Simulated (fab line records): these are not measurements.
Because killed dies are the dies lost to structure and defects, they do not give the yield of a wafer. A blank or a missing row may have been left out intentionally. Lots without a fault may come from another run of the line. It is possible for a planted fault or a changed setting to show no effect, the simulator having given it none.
One fault seen from 2 desks ; flow gf180mcu ; what lay behind the numbers comes last; until then each desk has only its own

## FROM THE METROLOGY DESK
Lot by lot, what the gauges showed, no matter which tool ran the lot: averages of those sampled wafers that carry a number. The brackets show how far a lot's mean lies from the usual mean; more than 4 standard deviations puts the lot out of limits, marked OUT.
Columns: A = MVPSD_RS at GF_VT_IMPLANT_RS_MEAS_49, usual 1169 ohm/sq; B = POLY_GATE_OXIDATION_THK at GF_POLY_GATE_THK_MEAS_17, usual 4.02 nm
lot;first seen here;A;B
L598;day 7 15:05;1167;4.05
L599;day 7 16:07;1169;3.99
L601;day 8 05:36;1169;3.98
L606;day 9 17:01;1163;4.03
L607;day 10 09:17;1169;4.10
L609;day 10 19:01;1174;4.11
L608;day 10 19:49;1170;4.02
L614;day 11 21:05;1169;4.00
L615;day 12 03:31;1167;3.96
L617;day 13 03:02;1170;4.05
L619;day 13 19:35;1171;4.05
L620;day 13 20:23;1168;4.08
L621;day 14 14:26;1169;4.04
This desk found nothing out of limits on any of the 13 lots.

## THE TOOL OWNER'S DESK: plasma asher-02
The tool's own readings at GF_HV_LDD_STRIP_49 (strips in O2/N2): means of the sampled wafers that have a number, for each lot that ran on this tool. The brackets show how far a lot's mean lies from the usual mean; more than 4 standard deviations puts the lot out of limits, marked OUT.
Columns: A = drypump motor current A at GF_HV_LDD_STRIP_49, usual 5.8 A; B = heater power w at GF_HV_LDD_STRIP_49, usual 347 W; C = oes product au at GF_HV_LDD_STRIP_49, usual 0.716 a.u.; D = strip time to endpoint s at GF_HV_LDD_STRIP_49, usual 12.65 s
lot;first seen here;A;B;C;D
L598;day 12 11:59;6.1;333;0.716;12.63
L607;day 15 20:45;6.1;329;0.713;12.71
L608;day 16 07:59;6.1;335;0.718;12.64
L614;day 17 10:23;6.1;335;0.930 (+42) OUT;-
L621;day 20 19:33;6.1;331;0.718;12.62
This desk's finding: out of limits on L614; first on L614, day 17 10:23 (oes product au at GF_HV_LDD_STRIP_49). L598, L607, L608, L621 stayed within limits.

## PUT TOGETHER
At day 17 10:23, on L614, the tool owner's desk was in a position to raise an alarm.
At the metrology desk, nothing out of limits was observed.
The metrology desk has L614 on record, within its limits.
All the named lots went through GF_HV_LDD_STRIP_49 on plasma asher-02.

## WHAT THE SIMULATOR HAD INSERTED
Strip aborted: plasma asher-02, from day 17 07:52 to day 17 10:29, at GF_HV_LDD_STRIP_49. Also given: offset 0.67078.
Shown lots that were struck: L614.
Time in hours from fault onset to the first out-of-limits reading at each desk: the tool owner's desk, 3.
